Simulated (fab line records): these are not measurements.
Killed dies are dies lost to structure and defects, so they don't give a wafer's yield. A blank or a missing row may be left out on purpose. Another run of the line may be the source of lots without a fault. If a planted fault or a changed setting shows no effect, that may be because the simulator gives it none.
The tool behind it: which one?	flow sky130	45 wafers from 15 lots sampled at 2 of the route's 708 steps

== WHAT EACH GAUGE READ, for each wafer ==
SKY_CONTACT_THK_MEAS_01.
lot	measured	on	CONTACT_CVD_00_THK (nm)
L109	day 31 12:43	film_metro-01	75.7 76.9 78.1
L110	day 31 16:17	film_metro-01	74.7 76.2 76.0
L118	day 33 22:46	film_metro-01	74.3 75.1 75.8
L119	day 34 08:32	film_metro-02	73.5 73.7 74.7
L120	day 34 09:59	film_metro-01	75.2 76.9 76.4
L122	day 35 17:29	film_metro-03	73.1 75.1 74.7
L123	day 35 20:34	film_metro-03	73.5 76.7 75.9
L124	day 36 04:26	film_metro-01	75.2 75.7 74.7
L125	day 36 22:18	film_metro-01	73.6 74.1 74.1
L126	day 36 22:37	film_metro-02	75.5 74.2 74.5
L130	day 37 22:34	film_metro-03	75.2 75.1 76.3
L129	day 38 00:09	film_metro-03	74.3 75.8 75.1
L128	day 38 01:06	film_metro-03	72.9 73.6 74.5
L131	day 38 05:12	film_metro-02	76.1 76.3 75.2
L132	day 38 13:04	film_metro-03	73.0 75.4 75.5

== TOOL THAT RAN EACH LOT (tool first, then ch and the chambers of the sampled wafers, then the start) ==
lot	SKY_CONTACT_CVD_00
L109	pecvd-03 ch 0,2, day 31 12:41
L110	pecvd-03 ch 0,1,2, day 31 16:16
L118	pecvd-02 ch 1,2, day 33 22:44
L119	pecvd-01 ch 0,2, day 34 08:30
L120	pecvd-03 ch 0,1,2, day 34 09:57
L122	pecvd-01 ch 0,1, day 35 17:27
L123	pecvd-02 ch 0,2, day 35 20:31
L124	pecvd-02 ch 0,2, day 36 04:23
L125	pecvd-01 ch 2, day 36 22:12
L126	pecvd-03 ch 0,1,2, day 36 22:35
L130	pecvd-03 ch 0,1, day 37 22:32
L129	pecvd-01 ch 0,1, day 38 00:07
L128	pecvd-02 ch 0,1,2, day 38 01:04
L131	pecvd-03 ch 0,1,2, day 38 05:09
L132	pecvd-01 ch 1,2, day 38 13:02
- SKY_CONTACT_CVD_00: deposits Si3N4, target thk 75 nm.

== AS READ BY THE TOOLS THEMSELVES (means over the sampled wafers that have a number; for cases with no such wafer, the mark the record gives instead) ==
SKY_CONTACT_CVD_00.
lot	tool	heater_power_outer_w (W)	heater_power_w (W)
L109	pecvd-03	334	583
L110	pecvd-03	391	673
L118	pecvd-02	379	631
L119	pecvd-01	433	701
L120	pecvd-03	397	688
L122	pecvd-01	350	619
L123	pecvd-02	314	538
L124	pecvd-02	354	588
L125	pecvd-01	452	715
L126	pecvd-03	396	690
L130	pecvd-03	474	802
L129	pecvd-01	387	674
L128	pecvd-02	331	580
L131	pecvd-03	397	685
L132	pecvd-01	424	675

== THE ANSWER, worked out from the rows above alone ==
Rule: usual is defined by the lots themselves. Put in order of their means at a reading, lots are off if they are a third of the lots or fewer, leave a main group of 4 or more, and stand apart from it by a gap of 3 or more times the standard deviation of the main group's means; of several such gaps the widest counts. A main group whose means are all the same, to the digits that the tables above print for the reading, isn't used. Also off: a lot with no number at a reading for which 4 or more lots have one. Any other lot the step has rows for is counted as sound. After the gauges, taken in route order, come the tools' own readings; for these a lot's mean is taken, as printed above. At the first step where some lot is off, the reading lying furthest off is the one used; lots without a number count as furthest.
No lot is off at any reading shown: from this, nothing can be told.

== WHAT WAS PUT IN BY THE SIMULATOR ==
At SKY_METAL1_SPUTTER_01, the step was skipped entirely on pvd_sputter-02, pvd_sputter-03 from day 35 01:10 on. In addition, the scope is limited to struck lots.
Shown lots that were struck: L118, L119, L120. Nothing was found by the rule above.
